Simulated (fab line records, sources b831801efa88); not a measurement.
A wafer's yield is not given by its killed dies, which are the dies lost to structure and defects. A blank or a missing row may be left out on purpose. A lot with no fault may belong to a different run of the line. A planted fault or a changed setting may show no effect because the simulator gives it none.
Matching of chambers | flow gf180mcu | GF_V5_CMP_04 on cmp-02 has 4 sister chambers
The step polishes SiO2. 18 wafers are shown with their chamber, then 9 later ones without.

== WAFERS WITH THEIR CHAMBER ==
wafer  | chamber | motorCurrentA (A)
L309.2 | 1       | 11.1
L309.3 | 3       | 15.7
L309.6 | 0       | 13.6
L311.4 | 0       | 13.5
L311.5 | 3       | 15.7
L311.6 | 0       | 13.3
L322.2 | 1       | 11.5
L322.3 | 0       | 13.8
L322.5 | 2       | 13.3
L323.1 | 1       | 11.5
L323.2 | 2       | 12.2
L323.4 | 0       | 13.6
L324.2 | 1       | 10.9
L324.3 | 2       | 14.1
L324.5 | 3       | 14.3
L326.1 | 2       | 12.9
L326.3 | 3       | 15.0
L326.5 | 1       | 12.2

SIGNATURES (means of the wafers above)
reading       | chamber 0 | chamber 1 | chamber 2 | chamber 3 | scatter within a chamber
motorCurrentA | 13.560    | 11.440    | 13.125    | 15.175    | 0.558
Rule: distance of a wafer from a chamber = root of the sum over the readings of ((wafer's reading minus chamber's mean) / reading's scatter) squared. If the next closest chamber is less than 2 further off than the closest, the wafer can't be placed; otherwise it belongs to the closest. The scatter: the root of (the sum of the squares of (reading less its chamber's mean) over the shown wafers, divided by (wafers less chambers)).

== WAFERS WITH NO CHAMBER GIVEN ==
wafer  | motorCurrentA (A)
L328.2 | 11.4
L328.3 | 13.8
L328.5 | 12.9
L329.1 | 11.7
L329.3 | 13.2
L329.5 | 11.2
L332.2 | 10.8
L332.3 | 14.0
L332.6 | 14.1

== THE CHAMBER EACH PASSED THROUGH ==
wafer  | from the rows above          | in truth
L328.2 | 1                            | 1
L328.3 | can't be placed: 0 or 2      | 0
L328.5 | can't be placed: 2 or 0      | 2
L329.1 | 1                            | 1
L329.3 | can't be placed: 2 or 0      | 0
L329.5 | 1                            | 1
L332.2 | 1                            | 1
L332.3 | can't be placed: 0 or 2 or 3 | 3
L332.6 | can't be placed: 0 or 2 or 3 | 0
4 of 9 placed correctly. From these rows, 5 cannot be placed; in 5 the true chamber is one of the candidates. Wrongly placed: 0.
